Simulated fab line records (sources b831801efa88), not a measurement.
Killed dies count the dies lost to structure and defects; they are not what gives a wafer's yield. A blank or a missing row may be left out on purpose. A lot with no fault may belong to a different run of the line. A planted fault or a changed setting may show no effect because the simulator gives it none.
Which tool did it? / flow gf180mcu / 6 lots (18 wafers sampled), 1 step of a 602-step route

## WHAT THE GAUGES READ, wafer by wafer
GF_STI_BOW_MEAS_00.
lot=L183; measured=day 2 01:00; on=film-metro-01; INCOMING_BOW (um)=-9 -7 12
lot=L187; measured=day 2 21:00; on=film-metro-02; INCOMING_BOW (um)=-3 -2 -9
lot=L192; measured=day 3 22:00; on=film-metro-01; INCOMING_BOW (um)=-7 2 4
lot=L196; measured=day 4 18:00; on=film-metro-01; INCOMING_BOW (um)=7 0 10
lot=L198; measured=day 5 04:01; on=film-metro-04; INCOMING_BOW (um)=-4 4 -8
lot=L200; measured=day 5 14:01; on=film-metro-04; INCOMING_BOW (um)=-1 13 -4

## EACH LOT AND THE TOOL THAT RAN IT (in order: tool; ch and the chambers of the sampled wafers; start)
No process step before these readings appears in the record.

## THE ANSWER, worked out from the rows above alone
Rule: usual is defined by the lots themselves. Put in order of their means at a reading, lots are off if they are a third of the lots or fewer, leave a main group of 4 or more, and stand apart from it by a gap of 3 or more times the standard deviation of the main group's means; of several such gaps the widest counts. A main group is skipped when, at the precision printed for the reading in the tables above, its means are all equal. Also off: a lot with no number at a reading for which 4 or more lots have one. All remaining lots with rows at the step are treated as sound.
No lot is off on any of the readings shown, so nothing can be concluded from this.

## WHAT THE SIMULATOR PUT IN
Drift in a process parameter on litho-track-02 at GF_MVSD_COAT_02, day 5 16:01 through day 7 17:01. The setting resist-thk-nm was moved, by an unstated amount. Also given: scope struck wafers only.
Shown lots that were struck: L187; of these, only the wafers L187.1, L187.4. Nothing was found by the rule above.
